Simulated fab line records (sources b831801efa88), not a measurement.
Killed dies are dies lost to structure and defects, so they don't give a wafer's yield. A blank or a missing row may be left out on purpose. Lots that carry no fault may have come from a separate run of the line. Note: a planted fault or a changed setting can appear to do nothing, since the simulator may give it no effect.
Which tool is to blame? || flow gf180mcu || 12 lots with 36 wafers sampled at 5 steps, on a route of 602 steps

WHAT EACH GAUGE READ, for each wafer
GF_NWELL_TW_MEAS_11.
{"lot": "L704", "measured": "day 3 07:59", "on": "film metro-01", "NWELL_TW": "1612 1602 1606"}
{"lot": "L705", "measured": "day 3 15:31", "on": "film metro-03", "NWELL_TW": "1612 1608 1616"}
{"lot": "L706", "measured": "day 3 20:23", "on": "film metro-03", "NWELL_TW": "1626 1611 1619"}
{"lot": "L708", "measured": "day 4 06:56", "on": "film metro-03", "NWELL_TW": "1610 1614 1623"}
{"lot": "L711", "measured": "day 4 22:19", "on": "film metro-01", "NWELL_TW": "1594 1598 1593"}
{"lot": "L712", "measured": "day 5 05:04", "on": "film metro-03", "NWELL_TW": "1609 1601 1600"}
{"lot": "L713", "measured": "day 5 10:07", "on": "film metro-03", "NWELL_TW": "1612 1606 1600"}
{"lot": "L715", "measured": "day 5 21:13", "on": "film metro-03", "NWELL_TW": "1927 1934 1934"}
{"lot": "L716", "measured": "day 6 02:17", "on": "film metro-01", "NWELL_TW": "1923 1924 1917"}
{"lot": "L724", "measured": "day 7 20:55", "on": "film metro-01", "NWELL_TW": "1601 1597 1604"}
{"lot": "L725", "measured": "day 8 03:07", "on": "film metro-01", "NWELL_TW": "1599 1604 1585"}
{"lot": "L726", "measured": "day 8 08:43", "on": "film metro-01", "NWELL_TW": "1602 1599 1605"}

GF_VT_IMPLANT_RS_MEAS_47: measurement is done with a four-point probe.
{"lot": "L704", "measured": "day 7 14:32", "on": "film metro-04", "NWELL_RS (ohm/sq)": "487.4 488.5 487.8"}
{"lot": "L705", "measured": "day 8 00:41", "on": "film metro-03", "NWELL_RS (ohm/sq)": "489.4 489.8 488.9"}
{"lot": "L706", "measured": "day 8 06:22", "on": "film metro-04", "NWELL_RS (ohm/sq)": "486.0 487.9 486.3"}
{"lot": "L708", "measured": "day 8 19:16", "on": "film metro-01", "NWELL_RS (ohm/sq)": "487.5 487.4 488.4"}
{"lot": "L711", "measured": "day 9 14:00", "on": "film metro-04", "NWELL_RS (ohm/sq)": "489.4 488.1 487.9"}
{"lot": "L712", "measured": "day 9 19:17", "on": "film metro-01", "NWELL_RS (ohm/sq)": "489.8 488.9 489.2"}
{"lot": "L713", "measured": "day 10 03:26", "on": "film metro-03", "NWELL_RS (ohm/sq)": "486.3 487.5 487.9"}
{"lot": "L715", "measured": "day 10 17:21", "on": "film metro-01", "NWELL_RS (ohm/sq)": "312.4 311.7 312.1"}
{"lot": "L716", "measured": "day 10 22:13", "on": "film metro-04", "NWELL_RS (ohm/sq)": "311.7 311.3 311.4"}
{"lot": "L724", "measured": "day 13 00:36", "on": "film metro-04", "NWELL_RS (ohm/sq)": "489.0 488.8 488.6"}
{"lot": "L725", "measured": "day 13 09:42", "on": "film metro-01", "NWELL_RS (ohm/sq)": "487.2 488.1 488.0"}
{"lot": "L726", "measured": "day 14 02:18", "on": "film metro-04", "NWELL_RS (ohm/sq)": "487.2 487.5 487.4"}

GF_V1_THK_MEAS_03.
{"lot": "L704", "measured": "day 17 05:20", "on": "film metro-02", "V1_CVD_02_THK (nm)": "847 865 858"}
{"lot": "L705", "measured": "day 17 17:35", "on": "film metro-01", "V1_CVD_02_THK (nm)": "850 840 848"}
{"lot": "L706", "measured": "day 17 23:14", "on": "film metro-02", "V1_CVD_02_THK (nm)": "863 866 853"}
{"lot": "L708", "measured": "day 19 02:24", "on": "film metro-01", "V1_CVD_02_THK (nm)": "827 828 839"}
{"lot": "L711", "measured": "day 20 06:41", "on": "film metro-04", "V1_CVD_02_THK (nm)": "839 844 859"}
{"lot": "L712", "measured": "day 20 06:44", "on": "film metro-02", "V1_CVD_02_THK (nm)": "846 853 843"}
{"lot": "L713", "measured": "day 21 00:50", "on": "film metro-04", "V1_CVD_02_THK (nm)": "839 831 844"}
{"lot": "L715", "measured": "day 21 17:56", "on": "film metro-02", "V1_CVD_02_THK (nm)": "827 846 861"}
{"lot": "L716", "measured": "day 21 21:55", "on": "film metro-01", "V1_CVD_02_THK (nm)": "839 844 852"}
{"lot": "L724", "measured": "day 24 10:41", "on": "film metro-04", "V1_CVD_02_THK (nm)": "834 855 849"}
{"lot": "L725", "measured": "day 24 16:55", "on": "film metro-02", "V1_CVD_02_THK (nm)": "834 860 855"}
{"lot": "L726", "measured": "day 25 11:53", "on": "film metro-02", "V1_CVD_02_THK (nm)": "843 843 855"}

TOOL THAT RAN EACH LOT (tool first, then ch and the chambers of the sampled wafers, then the start)
{"lot": "L704", "GF_NWELL_IMPLANT_09": "implanter-03 ch 0, day 3 07:46", "GF_M1_STRIP_17": "plasma asher-04 ch 0,1, day 17 04:37"}
{"lot": "L705", "GF_NWELL_IMPLANT_09": "implanter-03 ch 0, day 3 15:16", "GF_M1_STRIP_17": "plasma asher-01 ch 0,1, day 17 16:50"}
{"lot": "L706", "GF_NWELL_IMPLANT_09": "implanter-04 ch 0, day 3 20:08", "GF_M1_STRIP_17": "plasma asher-03 ch 0,1, day 17 22:29"}
{"lot": "L708", "GF_NWELL_IMPLANT_09": "implanter-04 ch 0, day 4 06:41", "GF_M1_STRIP_17": "plasma asher-03 ch 0,1, day 19 01:39"}
{"lot": "L711", "GF_NWELL_IMPLANT_09": "implanter-04 ch 0, day 4 22:04", "GF_M1_STRIP_17": "plasma asher-04 ch 0,1, day 20 05:57"}
{"lot": "L712", "GF_NWELL_IMPLANT_09": "implanter-03 ch 0, day 5 04:49", "GF_M1_STRIP_17": "plasma asher-01 ch 0,1, day 20 06:00"}
{"lot": "L713", "GF_NWELL_IMPLANT_09": "implanter-03 ch 0, day 5 09:52", "GF_M1_STRIP_17": "plasma asher-04 ch 0,1, day 21 00:05"}
{"lot": "L715", "GF_NWELL_IMPLANT_09": "implanter-04 ch 0, day 5 20:58", "GF_M1_STRIP_17": "plasma asher-01 ch 0,1, day 21 17:12"}
{"lot": "L716", "GF_NWELL_IMPLANT_09": "implanter-04 ch 0, day 6 02:05", "GF_M1_STRIP_17": "plasma asher-03 ch 0,1, day 21 21:11"}
{"lot": "L724", "GF_NWELL_IMPLANT_09": "implanter-01 ch 0, day 7 20:40", "GF_M1_STRIP_17": "plasma asher-01 ch 0,1, day 24 09:56"}
{"lot": "L725", "GF_NWELL_IMPLANT_09": "implanter-01 ch 0, day 8 02:52", "GF_M1_STRIP_17": "plasma asher-01 ch 0,1, day 24 16:08"}
{"lot": "L726", "GF_NWELL_IMPLANT_09": "implanter-01 ch 0, day 8 08:28", "GF_M1_STRIP_17": "plasma asher-03 ch 0,1, day 25 11:09"}
- GF_NWELL_IMPLANT_09
- GF_M1_STRIP_17: strips in O2/N2.

WHAT THE TOOLS THEMSELVES READ (means of the sampled wafers that have a number; where no wafer has one, the mark that the record gives instead)
GF_NWELL_IMPLANT_09.
{"lot": "L704", "tool": "implanter-03", "dose ions cm2": 4e+12, "faraday current uA": 22.5}
{"lot": "L705", "tool": "implanter-03", "dose ions cm2": 4e+12, "faraday current uA": 22.4}
{"lot": "L706", "tool": "implanter-04", "dose ions cm2": 4e+12, "faraday current uA": 22.5}
{"lot": "L708", "tool": "implanter-04", "dose ions cm2": 4e+12, "faraday current uA": 23.1}
{"lot": "L711", "tool": "implanter-04", "dose ions cm2": 4e+12, "faraday current uA": 22.7}
{"lot": "L712", "tool": "implanter-03", "dose ions cm2": 4e+12, "faraday current uA": 22.6}
{"lot": "L713", "tool": "implanter-03", "dose ions cm2": 4e+12, "faraday current uA": 22.2}
{"lot": "L715", "tool": "implanter-04", "dose ions cm2": 3e+13, "faraday current uA": 147.6}
{"lot": "L716", "tool": "implanter-04", "dose ions cm2": 3e+13, "faraday current uA": 144.7}
{"lot": "L724", "tool": "implanter-01", "dose ions cm2": 4e+12, "faraday current uA": 22.5}
{"lot": "L725", "tool": "implanter-01", "dose ions cm2": 4e+12, "faraday current uA": 22.7}
{"lot": "L726", "tool": "implanter-01", "dose ions cm2": 4e+12, "faraday current uA": 22.4}

GF_M1_STRIP_17.
{"lot": "L704", "tool": "plasma asher-04", "drypump motor current A (A)": 5.9, "heater power w (W)": 317, "oes product au (a.u.)": 0.560, "platen temp c (C)": 250.13, "strip time to endpoint s (s)": 7.88}
{"lot": "L705", "tool": "plasma asher-01", "drypump motor current A (A)": 5.5, "heater power w (W)": 309, "oes product au (a.u.)": 0.561, "platen temp c (C)": 250.05, "strip time to endpoint s (s)": 7.84}
{"lot": "L706", "tool": "plasma asher-03", "drypump motor current A (A)": 5.1, "heater power w (W)": 332, "oes product au (a.u.)": 0.559, "platen temp c (C)": 249.91, "strip time to endpoint s (s)": 7.86}
{"lot": "L708", "tool": "plasma asher-03", "drypump motor current A (A)": 5.5, "heater power w (W)": 329, "oes product au (a.u.)": 0.556, "platen temp c (C)": 249.92, "strip time to endpoint s (s)": 7.81}
{"lot": "L711", "tool": "plasma asher-04", "drypump motor current A (A)": 5.9, "heater power w (W)": 315, "oes product au (a.u.)": 0.556, "platen temp c (C)": 250.00, "strip time to endpoint s (s)": 7.85}
{"lot": "L712", "tool": "plasma asher-01", "drypump motor current A (A)": 5.5, "heater power w (W)": 311, "oes product au (a.u.)": 0.557, "platen temp c (C)": 250.06, "strip time to endpoint s (s)": 7.86}
{"lot": "L713", "tool": "plasma asher-04", "drypump motor current A (A)": 5.9, "heater power w (W)": 315, "oes product au (a.u.)": 0.555, "platen temp c (C)": 249.92, "strip time to endpoint s (s)": 7.86}
{"lot": "L715", "tool": "plasma asher-01", "drypump motor current A (A)": 5.6, "heater power w (W)": 336, "oes product au (a.u.)": 0.556, "platen temp c (C)": 249.99, "strip time to endpoint s (s)": 7.84}
{"lot": "L716", "tool": "plasma asher-03", "drypump motor current A (A)": 5.1, "heater power w (W)": 331, "oes product au (a.u.)": 0.555, "platen temp c (C)": 250.01, "strip time to endpoint s (s)": 7.87}
{"lot": "L724", "tool": "plasma asher-01", "drypump motor current A (A)": 5.5, "heater power w (W)": 310, "oes product au (a.u.)": 0.561, "platen temp c (C)": 250.11, "strip time to endpoint s (s)": 7.90}
{"lot": "L725", "tool": "plasma asher-01", "drypump motor current A (A)": 5.5, "heater power w (W)": 309, "oes product au (a.u.)": 0.559, "platen temp c (C)": 250.11, "strip time to endpoint s (s)": 7.87}
{"lot": "L726", "tool": "plasma asher-03", "drypump motor current A (A)": 5.5, "heater power w (W)": 326, "oes product au (a.u.)": 0.561, "platen temp c (C)": 250.14, "strip time to endpoint s (s)": 7.84}

THE ANSWER, worked out from the rows above alone
Rule: what is usual is taken from the lots themselves. The widest of any qualifying gaps counts: lots, ordered by their means at a reading, are off when they make up no more than a third of the lots, leave a main group of 4 or more, and stand apart from it by 3 or more times the standard deviation of that group's means. A main group whose means are all the same, to the digits that the tables above print for the reading, isn't used. A lot without any number at a reading at which 4 lots or more have one is off too. All remaining lots with rows at the step are treated as sound. The gauges are gone through in route order, then the tools' own readings, and for those a lot's mean is taken as printed above. At the first step where some lot is off, the reading lying furthest off is the one used; lots without a number count as furthest.
Off: L715, L716, at GF_NWELL_TW_MEAS_11 (NWELL_TW). Mean 1606 and standard deviation 7.5 in the main group.
A tool fits if, at a process step before that reading, it ran every lot that is off, and no sound lot after the first of them. The gauges at GF_NWELL_TW_MEAS_11 aren't tried: what is off there is off at GF_NWELL_IMPLANT_09 too, on other tools, and a gauge's error can't cause that. One fits: implanter-04 at GF_NWELL_IMPLANT_09. Its last sound lot is L711 (day 4 22:04), its first lot that is off L715 (day 5 20:58): a fault that began between those two fits.
The tool's own readings at GF_NWELL_IMPLANT_09 bear it out: on the lots that are off they differ by more than 5 times the standard deviation of the sound lots' means. dose ions cm2 reads 3e+13 there against 4e+12 on the sound lots; faraday current uA reads 146.1 there against 22.6 on the sound lots.

WHAT THE SIMULATOR HAD INSERTED
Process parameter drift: implanter-04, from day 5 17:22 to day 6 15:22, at GF_NWELL_IMPLANT_09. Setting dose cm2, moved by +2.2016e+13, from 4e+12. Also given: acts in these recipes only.
Lots struck among those shown: L715, L716. The rule above found the same.
